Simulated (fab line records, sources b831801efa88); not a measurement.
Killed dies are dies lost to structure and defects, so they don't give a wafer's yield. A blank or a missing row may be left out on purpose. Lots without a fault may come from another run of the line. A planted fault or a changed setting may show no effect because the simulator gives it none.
Chamber matching | flow gf180mcu | GF_V3_CMP_04 on cmp-01: 4 sister chambers
The step polishes SiO2. 8 wafers are shown with their chamber, then 11 later ones without.

WAFERS WITH THEIR CHAMBER
wafer  | chamber | motor_current_A (A) | time_to_endpoint_s (s)
L078.4 | 1       | 14.9                | 76
L082.1 | 0       | 11.7                | 77
L082.4 | 2       | 10.5                | 83
L082.5 | 3       | 8.9                 | 90
L083.1 | 0       | 12.5                | 76
L083.2 | 1       | 14.9                | 77
L083.4 | 3       | 8.5                 | 94
L086.4 | 2       | 11.1                | 81

WAFERS WITHOUT THEIR CHAMBER
wafer  | motor_current_A (A) | time_to_endpoint_s (s)
L086.5 | 15.0                | 78
L086.6 | 11.9                | 76
L087.1 | 10.8                | 67
L087.2 | 9.1                 | 71
L087.3 | 12.1                | 62
L092.2 | 10.6                | 71
L092.4 | 15.7                | 68
L092.5 | 12.5                | 65
L096.1 | 10.8                | 78
L096.5 | 14.9                | 82
L096.6 | 11.9                | 74

WHICH CHAMBER EACH WENT THROUGH
wafer  | from the rows above     | in truth
L086.5 | 1                       | 1
L086.6 | 0                       | 0
L087.1 | 0                       | 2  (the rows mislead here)
L087.2 | can't be placed: 2 or 0 | 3
L087.3 | 0                       | 0
L092.2 | can't be placed: 0 or 2 | 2
L092.4 | 1                       | 1
L092.5 | 0                       | 0
L096.1 | can't be placed: 2 or 0 | 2
L096.5 | 1                       | 1
L096.6 | 0                       | 0
Placed correctly: 7 of 11. Can't be placed from these rows: 3 (the true chamber is among the candidates in 2). Placed wrongly: 1.
How it was worked out, from the rows above alone: a wafer's distance from a chamber is the root of the sum, over the readings, of the square of ((its reading less the chamber's mean) divided by the reading's scatter). The wafer belongs to the nearest chamber; if the next one is less than 2 further off, it can't be placed. A chamber's mean is the mean of its shown wafers. The scatter: the root of (the sum of the squares of (reading less its chamber's mean) over the shown wafers, divided by (wafers less chambers)).
